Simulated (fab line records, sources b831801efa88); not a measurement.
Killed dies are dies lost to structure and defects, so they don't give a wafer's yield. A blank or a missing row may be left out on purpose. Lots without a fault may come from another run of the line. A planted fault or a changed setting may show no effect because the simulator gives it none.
fab line records | flow sky130
record lots=6 wafers=18 last_day=50
route steps=708 shown VT_ADJUST_HVTR@133 VT_ADJUST_PCH@143 SONOS_TUNNEL@154
lots that met no fault: from a run of the same line without faults
start_h: hours from the record's first day to the start of the lot's first wafer shown | wait_h: hours since the lot's step before | " the same as in the row above | L1.1+2: a row that stands for several wafers | - no value, or no start given | * or withheld: withheld | < > ~ a bound
route shown NAME@n: a module of which the file shows steps, and the number in the route of the first | usual: mean/standard deviation of fault-free wafers | same: alike in all rows | chamber/n: place in a boat | sites: the reading at each site | _std_site: their standard deviation | _edge_site: outer sites' mean less inner sites' | radius_mm: how far each site lies from the wafer's centre | mask NAME#n: copy n | behind: the tool/chamber that last shaped the wafer | hold: why the lot was held/for how many hours/how that ended | device: the transistor (n, p or np) that didn't switch | end of line: the same wafers' tests at the end of the route | a step without rows: its recipe alone | killed: dies lost to structure and defects at the first sort, not the wafer's yield | map: a wafer's dies, x killed, . not, _ none there
set.NAME: the setting as run; set.NAME@STEP: as run at that earlier step | model.NAME: the simulator's own value behind a step, which no gauge read
lots at some steps of the route; a table a step, a row a wafer
services: from which hour (start_h, from the record's first day; less than 0 if before it) a tool's chamber was out of use, for how many hours, and why
## steps
# step SKY_VT_ADJUST_HVTR_COAT_02
# recipe resist=NOVOLAK spin_rpm=3000 resist_thk_nm=1151
# step SKY_VT_ADJUST_HVTR_SOFTBAKE_03
# recipe temp_c=90 time_s=60 resist=NOVOLAK
# step SKY_VT_ADJUST_HVTR_EXPOSE_04
# recipe mask_id=HVTRM target_cd_nm=380 na=0.6 source_shape=conventional sigma_outer=0.6 dose_mj=150
# step SKY_VT_ADJUST_HVTR_PEB_05
# recipe temp_c=withheld time_s=* resist=NOVOLAK
# step SKY_VT_ADJUST_HVTR_DEVELOP_06
# recipe develop_time_s=60 dev_temp_c=23
# step SKY_VT_ADJUST_HVTR_CD_MEAS_07
# recipe target_cd_nm=380
# usual cd_nm=380/3.1
# columns lot.wafer tool chamber start_h wait_h cd_nm
L877.1 cd_sem-02 - 221.13 0.1 381
L877.3 " - " " 382
L877.6 " - " " 380
L879.1 cd_sem-01 - 239.70 0.1 377
L879.4 " - " " 379
L879.6 " - " " 377
L890.1 cd_sem-02 - 316.23 0.1 383
L890.3 " - " " 382
L890.4 " - " " 383
L891.2 cd_sem-01 - 323.87 0.1 383
L891.3 " - " " 383
L891.6 " - " " 382
L892.1 cd_sem-01 - 327.63 0.1 380
L892.3 " - " " 380
L892.5 " - " " 380
L898.1 cd_sem-02 - 370.52 0.2 376
L898.5 " - " " 378
L898.6 " - " " 378
# step SKY_VT_ADJUST_HVTR_OVL_MEAS_08
# usual VT_ADJUST_HVTR_OVL=1.2/1.3
# columns lot.wafer tool chamber start_h wait_h VT_ADJUST_HVTR_OVL[nm]
L877.1 overlay-02 - 221.25 0.1 -0.1
L877.3 " - " " 0.4
L877.6 " - " " -1.1
L879.1 overlay-02 - 239.82 0.1 3.3
L879.4 " - " " 3.0
L879.6 " - " " 5.6
L890.1 overlay-01 - 316.35 0.1 1.1
L890.3 " - " " 3.0
L890.4 " - " " 2.4
L891.2 overlay-01 - 323.98 0.1 0.0
L891.3 " - " " 1.0
L891.6 " - " " 0.7
L892.1 overlay-02 - 327.75 0.1 1.6
L892.3 " - " " -0.4
L892.5 " - " " 1.6
L898.1 overlay-01 - 370.64 0.1 2.2
L898.5 " - " " 0.2
L898.6 " - " " 2.2
# step SKY_VT_ADJUST_HVTR_IMPLANT_09
# recipe species=B energy_kev=10 dose_cm2=2.1e+12 tilt_deg=withheld
# step SKY_VT_ADJUST_HVTR_STRIP_10
# recipe chemistry=O2/N2 power_w=1400 pressure_mtorr=1500 platen_temp_c=withheld o2_flow_sccm=3000 n2_flow_sccm=300 overash_fraction=0.5
# usual drypump_motor_current_A=5.6/0.4 oes_product_au=0.715/0.0043 strip_time_to_endpoint_s=14.290/0.029
# columns lot.wafer tool chamber start_h wait_h drypump_motor_current_A oes_product_au rf_hours_counter_h strip_time_to_endpoint_s
L877.1 plasma_asher-02 0 221.44 0.1 5.6 0.719 56 14.266
L877.3 " 1 " " 5.8 0.717 - 14.298
L877.6 " 1 " " 5.8 0.722 - 14.347
L879.1 plasma_asher-03 0 240.01 0.1 5.1 0.717 45 14.266
L879.4 " 0 " " 5.1 0.711 - 14.269
L879.6 " 1 " " 6.0 0.716 - 14.275
L890.1 plasma_asher-03 0 316.54 0.1 5.1 0.717 54 14.250
L890.3 " 0 " " 5.0 0.717 - 14.242
L890.4 " 1 " " 6.0 0.716 - 14.270
L891.2 plasma_asher-02 1 324.16 0.1 5.8 0.719 67 14.260
L891.3 " 1 " " 5.8 0.716 - 14.303
L891.6 " 1 " " 5.8 0.713 - 14.270
L892.1 plasma_asher-02 1 327.93 0.1 5.8 0.708 68 14.268
L892.3 " 0 " " 5.6 0.718 - 14.266
L892.5 " 0 " " 5.6 0.714 - 14.279
L898.1 plasma_asher-02 0 370.82 0.1 5.6 0.724 72 14.278
L898.5 " 0 " " 5.6 0.710 - 14.269
L898.6 " 1 " " 5.8 0.713 - 14.299
# step SKY_VT_ADJUST_HVTR_TW_MEAS_11
# usual VT_ADJUST_HVTR_TW=209/3.2
# columns lot.wafer tool chamber start_h wait_h VT_ADJUST_HVTR_TW
L877.1 film_metro-02 - 221.54 0.1 206
L877.3 " - " " 206
L877.6 " - " " 206
L879.1 film_metro-01 - 240.11 0.1 207
L879.4 " - " " 209
L879.6 " - " " 207
L890.1 film_metro-04 - 316.64 0.1 212
L890.3 " - " " 213
L890.4 " - " " 212
L891.2 film_metro-01 - 324.27 0.1 208
L891.3 " - " " 208
L891.6 " - " " 209
L892.1 film_metro-04 - 328.03 0.1 213
L892.3 " - " " 213
L892.5 " - " " 214
L898.1 film_metro-02 - 370.92 0.1 206
L898.5 " - " " 206
L898.6 " - " " 206
# step SKY_VT_ADJUST_PCH_DEHYDRATE_00
# recipe temp_c=200 time_s=60
# step SKY_VT_ADJUST_PCH_HMDS_01
# recipe prime_time_s=60 prime_temp_c=120
# step SKY_VT_ADJUST_PCH_COAT_02
# recipe spin_rpm=2000 resist_thk_nm=3000
# usual chill_plate_temp_C=22.98/0.1 dispense_pressure_kPa=49.3/1.8 resist_line_temp_C=23.00/0.11 spin_speed_rpm=2000.2/1.5
# columns lot.wafer tool chamber start_h wait_h chill_plate_temp_C dispense_pressure_kPa resist_line_temp_C spin_speed_rpm
L877.1 litho_track-02 0 232.08 0.1 22.95 51.3 23.03 1996.6
L877.3 " 0 " " 22.89 51.4 23.03 2000.4
L877.6 " 0 " " 22.99 51.4 23.09 2001.1
L879.1 litho_track-03 0 251.30 0.1 22.88 49.9 22.99 1998.5
L879.4 " 0 " " 23.10 49.9 23.15 2000.0
L879.6 " 0 " " 23.00 49.9 23.00 1999.9
L890.1 litho_track-03 - 329.45 0.1 - - - -
L890.3 " - " " - - - -
L890.4 " - " " - - - -
L891.2 litho_track-03 - 337.58 0.1 - - - -
L891.3 " - " " - - - -
L891.6 " - " " - - - -
L892.1 litho_track-01 0 340.75 0.1 22.99 47.4 22.94 2000.9
L892.3 " 0 " " 22.99 47.4 23.03 2002.3
L892.5 " 0 " " 22.86 47.4 23.09 2001.1
L898.1 litho_track-01 0 384.35 0.1 22.92 47.4 22.92 2002.8
L898.5 " 0 " " 22.97 47.4 23.03 2002.2
L898.6 " 0 " " 23.02 47.4 22.84 2000.3
# step SKY_VT_ADJUST_PCH_SOFTBAKE_03
# recipe temp_c=110 time_s=withheld
# step SKY_VT_ADJUST_PCH_EXPOSE_04
# recipe mask_id=NWM na=0.6 source_shape=conventional sigma_outer=0.6 polarization=unpolarized target_cd_nm=840 dose_mj=255
# step SKY_VT_ADJUST_PCH_PEB_05
# recipe temp_c=115 time_s=withheld
# step SKY_VT_ADJUST_PCH_DEVELOP_06
# recipe wall_angle_deg=90 developer=TMAH develop_time_s=60 dev_temp_c=23
# step SKY_VT_ADJUST_PCH_OVL_MEAS_07
# usual VT_ADJUST_PCH_OVL=0.6/1.3
# columns lot.wafer tool chamber start_h wait_h VT_ADJUST_PCH_OVL[nm]
L877.1 overlay-02 - 244.13 - 0.5
L877.3 " - " " 0.3
L877.6 " - " " 1.3
L879.1 overlay-01 - 263.80 - 1.1
L879.4 " - " " -0.5
L879.6 " - " " -1.2
L890.1 overlay-02 - 343.15 - -
L890.3 " - " " -
L890.4 " - " " -
L891.2 overlay-01 - 350.94 - -
L891.3 " - " " -
L891.6 " - " " -
L892.1 overlay-01 - 354.75 - 3.3
L892.3 " - " " -0.8
L892.5 " - " " 0.4
L898.1 overlay-02 - 398.75 - -0.2
L898.5 " - " " 1.3
L898.6 " - " " -0.8
# step SKY_VT_ADJUST_PCH_IMPLANT_08
# recipe species=B energy_kev=10 dose_cm2=5e+11 tilt_deg=withheld
# step SKY_VT_ADJUST_PCH_STRIP_09
# recipe chemistry=O2/N2 power_w=1400 pressure_mtorr=1500 platen_temp_c=withheld o2_flow_sccm=3000 n2_flow_sccm=300 overash_fraction=0.5
# usual drypump_motor_current_A=5.80/0.29 oes_product_au=0.723/0.0047 strip_time_to_endpoint_s=36.95/0.089
# columns lot.wafer tool chamber start_h wait_h drypump_motor_current_A oes_product_au rf_hours_counter_h strip_time_to_endpoint_s
L877.1 plasma_asher-01 0 244.32 0.1 6.36 0.728 53 36.87
L877.3 " 0 " " 6.35 0.725 - 36.87
L877.6 " 0 " " 6.34 0.721 - 36.85
L879.1 plasma_asher-02 0 263.99 0.1 5.60 0.721 61 36.97
L879.4 " 0 " " 5.58 0.728 - 36.91
L879.6 " 0 " " 5.61 0.723 - 36.83
L890.1 plasma_asher-04 1 343.34 0.1 5.65 - 15 -
L890.3 " 0 " " 6.02 - - -
L890.4 " 1 " " 5.63 - - -
L891.2 plasma_asher-01 0 351.12 0.1 6.36 - 64 -
L891.3 " 1 " " 5.40 - - -
L891.6 " 1 " " 5.39 - - -
L892.1 plasma_asher-02 0 354.94 0.1 5.59 0.720 70 36.99
L892.3 " 1 " " 5.80 0.729 - 37.07
L892.5 " 0 " " 5.56 0.726 - 37.00
L898.1 plasma_asher-02 0 398.94 0.1 5.58 0.724 75 37.00
L898.5 " 0 " " 5.60 0.709 - 37.04
L898.6 " 1 " " 5.87 0.721 - 36.92
# step SKY_VT_ADJUST_PCH_TW_MEAS_10
# usual VT_ADJUST_PCH_TW=142.9/2.1
# columns lot.wafer tool chamber start_h wait_h VT_ADJUST_PCH_TW
L877.1 film_metro-04 - 244.42 0.1 144.6
L877.3 " - " " 146.1
L877.6 " - " " 145.1
L879.1 film_metro-01 - 264.09 0.1 140.9
L879.4 " - " " 140.0
L879.6 " - " " 140.8
L890.1 film_metro-01 - 343.44 0.1 141.1
L890.3 " - " " 140.3
L890.4 " - " " 139.7
L891.2 film_metro-04 - 351.23 0.1 145.1
L891.3 " - " " 144.4
L891.6 " - " " 145.2
L892.1 film_metro-04 - 355.04 0.1 143.3
L892.3 " - " " 144.5
L892.5 " - " " 143.7
L898.1 film_metro-01 - 399.04 0.1 141.4
L898.5 " - " " 140.8
L898.6 " - " " 141.2
# step SKY_SONOS_TUNNEL_DEHYDRATE_00
# recipe temp_c=200 time_s=60
# step SKY_SONOS_TUNNEL_HMDS_01
# recipe prime_time_s=60 prime_temp_c=120
# step SKY_SONOS_TUNNEL_COAT_02
# recipe resist=NOVOLAK spin_rpm=3000 resist_thk_nm=1140
# step SKY_SONOS_TUNNEL_SOFTBAKE_03
# recipe temp_c=90 time_s=58.31 resist=NOVOLAK
# step SKY_SONOS_TUNNEL_EXPOSE_04
# recipe mask_id=TUNM na=0.6 source_shape=conventional sigma_outer=0.6 polarization=unpolarized target_cd_nm=410 dose_mj=136
# step SKY_SONOS_TUNNEL_PEB_05
# recipe temp_c=withheld time_s=* resist=NOVOLAK
# step SKY_SONOS_TUNNEL_DEVELOP_06
# recipe resist=NOVOLAK developer=TMAH develop_time_s=60 dev_temp_c=23
# step SKY_SONOS_TUNNEL_CD_MEAS_07
# recipe target_cd_nm=410
# usual cd_nm=410.1/2.3
# columns lot.wafer tool chamber start_h wait_h cd_nm
L877.1 cd_sem-02 - 267.50 0.1 409.4
L877.3 " - " " 409.9
L877.6 " - " " 411.0
L879.1 cd_sem-01 - 289.53 0.1 411.5
L879.4 " - " " 413.5
L879.6 " - " " 412.4
L890.1 cd_sem-02 - 369.75 0.1 408.3
L890.3 " - " " 407.7
L890.4 " - " " 408.9
L891.2 cd_sem-01 - 378.92 0.1 407.3
L891.3 " - " " 407.4
L891.6 " - " " 407.4
L892.1 cd_sem-01 - 381.78 0.1 406.6
L892.3 " - " " 406.0
L892.5 " - " " 405.0
L898.1 cd_sem-02 - 428.45 0.1 412.2
L898.5 " - " " 410.8
L898.6 " - " " 411.5
# step SKY_SONOS_TUNNEL_OVL_MEAS_08
# usual SONOS_TUNNEL_OVL=0.2/1.8
# columns lot.wafer tool chamber start_h wait_h SONOS_TUNNEL_OVL[nm]
L877.1 overlay-01 - 267.62 0.1 -0.2
L877.3 " - " " 0.6
L877.6 " - " " -1.5
L879.1 overlay-01 - 289.65 0.1 0.7
L879.4 " - " " 0.1
L879.6 " - " " 0.0
L890.1 overlay-02 - 369.87 0.1 0.1
L890.3 " - " " -1.1
L890.4 " - " " -2.7
L891.2 overlay-01 - 379.02 0.1 2.7
L891.3 " - " " 2.4
L891.6 " - " " 2.8
L892.1 overlay-01 - 381.90 0.1 -0.8
L892.3 " - " " 0.6
L892.5 " - " " -0.1
L898.1 overlay-02 - 428.57 0.1 1.6
L898.5 " - " " 1.2
L898.6 " - " " -0.8
# step SKY_SONOS_TUNNEL_IMPLANT_09
# recipe species=B energy_kev=20.31 dose_cm2=1e+12 tilt_deg=withheld
# step SKY_SONOS_TUNNEL_WET_ETCH_10
# recipe chemistry=dHF target_depth_nm=14 target=SiO2 dilution=100:1 temp_c=25 time_s=280
# step SKY_SONOS_TUNNEL_STRIP_11
# recipe chemistry=SPM time_s=600 temp_c=130
# step SKY_SONOS_TUNNEL_TW_MEAS_12
# usual SONOS_TUNNEL_TW=198/3.2
# columns lot.wafer tool chamber start_h wait_h SONOS_TUNNEL_TW
L877.1 film_metro-03 - 268.15 0.0 200
L877.3 " - " " 200
L877.6 " - " " 200
L879.1 film_metro-04 - 290.10 0.0 199
L879.4 " - " " 200
L879.6 " - " " 199
L890.1 film_metro-04 - 370.32 0.0 217
L890.3 " - " " 216
L890.4 " - " " 217
L891.2 film_metro-02 - 379.52 0.0 208
L891.3 " - " " 209
L891.6 " - " " 210
L892.1 film_metro-04 - 382.38 0.0 201
L892.3 " - " " 201
L892.5 " - " " 201
L898.1 film_metro-03 - 429.02 0.0 200
L898.5 " - " " 200
L898.6 " - " " 200
# step SKY_SONOS_TUNNEL_CLEAN_13
# recipe chemistry=dHF time_s=20 dilution=100:1 dry=ipa_marangoni
## services
# columns tool chamber start_h hours kind
plasma_asher-01 - 206.61 5.0 repair
plasma_asher-04 - 253.38 13.3 repair
plasma_asher-02 - 294.22 3.1 repair
plasma_asher-04 - 321.02 0.4 repair
plasma_asher-04 - 352.44 2.8 pm
## key
first_sign step=SKY_VT_ADJUST_PCH_COAT_02 reading=tool_record direction=missing
effect step=SKY_VT_ADJUST_PCH_OVL_MEAS_07 reading=VT_ADJUST_PCH_OVL direction=missing
effect step=SKY_SONOS_TUNNEL_TW_MEAS_12 reading=SONOS_TUNNEL_TW direction=up sigmas=4.6 usual=198 struck=213
met_at SKY_VT_ADJUST_PCH_COAT_02
struck_wafers L890.1,L890.3,L890.4,L891.2,L891.3,L891.6
sort_left_out L890.1,L890.3,L890.4,L891.2,L891.3,L891.6
tester_left_out L890,L891
onset_between 251.30 329.45
fault kind=skipped_step_whole tool=litho_track-03 chamber=- onset_h=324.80 steps=SKY_VT_ADJUST_PCH_COAT_02 scope=struck_lots_only
# tester_left_out: of these lots the tester's yield and bins aren't shown, on N5 and GAA mostly nor the transistor test; their killed dies are dies lost to structure and defects alone, not to doping, threshold or leakage, so they don't give the yield
# sort_left_out: the simulated sort isn't trusted on such a fault, so these wafers' sort isn't shown, and their yield isn't known
